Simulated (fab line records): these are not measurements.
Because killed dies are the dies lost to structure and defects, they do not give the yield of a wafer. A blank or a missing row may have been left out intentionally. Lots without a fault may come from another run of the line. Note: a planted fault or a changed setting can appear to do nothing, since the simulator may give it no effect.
2 desks looking at one fault / flow gf180mcu / each desk has only its own numbers; what lay behind them comes last

FROM THE METROLOGY DESK
Means of the sampled wafers that have a number, per lot and without regard to the tool the lot ran on: this is what the gauges read. The brackets show how far a lot's mean lies from the usual mean; more than 4 standard deviations puts the lot out of limits, marked OUT.
Columns: A = V1_W_RS at GF_V1_RS_MEAS_24, usual 0.328 ohm/sq; B = V1_W_THK at GF_V1_THK_MEAS_25, usual 353 nm
lot=L225; first seen here=day 19 06:14; A=0.330; B=350
lot=L231; first seen here=day 21 12:46; A=0.325; B=355
lot=L232; first seen here=day 21 20:41; A=0.328; B=353
lot=L240; first seen here=day 24 14:29; A=0.326; B=350
lot=L242; first seen here=day 25 11:17; A=0.330; B=355
lot=L243; first seen here=day 25 15:09; A=0.334; B=351
Finding of this desk: none of the 6 lots has anything out of limits.

AT THE TOOL OWNER'S DESK: pvd sputter-02
The tool's own readings at GF_M2_SPUTTER_03 (material Ti, target thk 10 nm, time 6.7 s): means of the sampled wafers that have a number, for each lot that ran on this tool. The brackets show how far a lot's mean lies from the usual mean; more than 4 standard deviations puts the lot out of limits, marked OUT.
Columns: A = throttle valve pct at GF_M2_SPUTTER_03, usual 29.9 %
lot=L231; first seen here=day 21 13:24; A=30.1
lot=L232; first seen here=day 21 21:19; A=29.5
lot=L240; first seen here=day 24 15:08; A=30.2
lot=L242; first seen here=day 25 11:55; A=29.1
lot=L243; first seen here=day 25 15:46; A=30.2
Finding of this desk: none of the 5 lots has anything out of limits.

TAKEN TOGETHER
Metrology desk: nothing out of limits seen.
Nothing out of limits was seen by the tool owner's desk.

WHAT THE SIMULATOR PUT IN
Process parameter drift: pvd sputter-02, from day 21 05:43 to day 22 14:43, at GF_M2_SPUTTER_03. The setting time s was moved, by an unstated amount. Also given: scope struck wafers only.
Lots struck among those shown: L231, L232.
